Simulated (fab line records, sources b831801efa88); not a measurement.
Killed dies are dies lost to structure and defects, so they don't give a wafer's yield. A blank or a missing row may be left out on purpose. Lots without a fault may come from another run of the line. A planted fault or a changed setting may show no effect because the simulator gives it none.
Chamber matching | flow gf180mcu | GF_V5_CMP_26 on cmp-01: 4 sister chambers
The step polishes, stops on SiO2, t overpolish 15 s, target thk 0 nm. 8 wafers are shown with their chamber, then 7 later ones without.

WAFERS WITH THEIR CHAMBER
wafer  | chamber | motor_current_A (A) | time_to_endpoint_s (s)
L270.2 | 2       | 12.7                | 78
L272.4 | 1       | 12.1                | 79
L272.6 | 1       | 11.4                | 80
L279.4 | 3       | 12.2                | 91
L279.5 | 3       | 12.0                | 88
L279.6 | 0       | 9.5                 | 84
L282.2 | 0       | 8.9                 | 86
L282.3 | 2       | 12.7                | 79

WAFERS WITHOUT THEIR CHAMBER
wafer  | motor_current_A (A) | time_to_endpoint_s (s)
L282.6 | 9.4                 | 84
L284.1 | 9.4                 | 88
L284.3 | 12.4                | 86
L284.6 | 9.0                 | 87
L287.2 | 11.8                | 82
L287.4 | 12.6                | 86
L287.5 | 9.3                 | 81

WHICH CHAMBER EACH WENT THROUGH
wafer  | from the rows above     | in truth
L282.6 | 0                       | 0
L284.1 | 0                       | 0
L284.3 | 3                       | 3
L284.6 | 0                       | 0
L287.2 | can't be placed: 1 or 2 | 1
L287.4 | 3                       | 3
L287.5 | 0                       | 0
Placed correctly: 6 of 7. Can't be placed from these rows: 1 (the true chamber is among the candidates in 1). Placed wrongly: 0.
How it was worked out, from the rows above alone: a wafer's distance from a chamber is the root of the sum, over the readings, of the square of ((its reading less the chamber's mean) divided by the reading's scatter). The wafer belongs to the nearest chamber; if the next one is less than 2 further off, it can't be placed. A chamber's mean is the mean of its shown wafers. The scatter: the root of (the sum of the squares of (reading less its chamber's mean) over the shown wafers, divided by (wafers less chambers)).
